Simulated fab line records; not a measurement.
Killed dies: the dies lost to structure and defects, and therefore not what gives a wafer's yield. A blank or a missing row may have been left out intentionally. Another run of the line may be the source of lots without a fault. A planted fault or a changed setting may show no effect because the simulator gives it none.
Matching of chambers | flow gf180mcu | 4 sister chambers for GF_POLY_GATE_ETCH_13 on rie-si-01
The step etches poly-Si in HBr/Cl2, stops on SiO2, target depth 198.5 nm, time 69.6 s. 8 wafers are shown with their chamber, then 12 later ones without.

== WAFERS, EACH WITH ITS CHAMBER ==
wafer  | chamber | drypump-motor-current-A (A) | oes-product-au (a.u.)
L087.2 | 3       | 5.2                         | 0.989
L087.3 | 1       | 5.3                         | 0.991
L087.4 | 2       | 5.2                         | 0.980
L089.1 | 3       | 5.1                         | 0.995
L089.4 | 2       | 5.2                         | 0.976
L090.2 | 0       | 4.8                         | 0.994
L090.5 | 0       | 4.9                         | 0.982
L090.6 | 1       | 5.3                         | 0.993

== WAFERS WITHOUT THEIR CHAMBER ==
wafer  | drypump-motor-current-A (A) | oes-product-au (a.u.)
L091.1 | 4.8                         | 0.992
L091.2 | 5.3                         | 0.983
L091.6 | 5.2                         | 0.983
L092.4 | 4.8                         | 0.976
L092.5 | 4.8                         | 0.984
L092.6 | 5.1                         | 0.990
L095.2 | 5.3                         | 0.996
L095.5 | 5.3                         | 0.988
L095.6 | 4.9                         | 0.997
L097.3 | 5.3                         | 0.992
L097.4 | 4.9                         | 0.982
L097.6 | 5.3                         | 0.984

== WHICH CHAMBER EACH ONE RAN IN ==
wafer  | from the rows above          | in truth
L091.1 | 0                            | 0
L091.2 | can't be placed: 1 or 2 or 3 | 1
L091.6 | can't be placed: 2 or 3 or 1 | 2
L092.4 | 0                            | 0
L092.5 | 0                            | 0
L092.6 | 3                            | 3
L095.2 | 1                            | 1
L095.5 | 1                            | 1
L095.6 | 0                            | 0
L097.3 | 1                            | 1
L097.4 | 0                            | 0
L097.6 | can't be placed: 1 or 2 or 3 | 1
Correct placement for 9 of the 12. Cannot be placed on the basis of these rows: 3; the candidates contain the true chamber in 3. Placed wrongly: 0.
How it was worked out, from the rows above alone: a wafer's distance from a chamber is the root of the sum, over the readings, of the square of ((its reading less the chamber's mean) divided by the reading's scatter). The wafer belongs to the nearest chamber; if the next one is less than 2 further off, it can't be placed. Each chamber's mean is taken over the wafers shown for it. How the scatter is found: for the shown wafers, subtract from each reading the mean of its chamber, square and add these, divide the total by (wafers less chambers), then take the root.
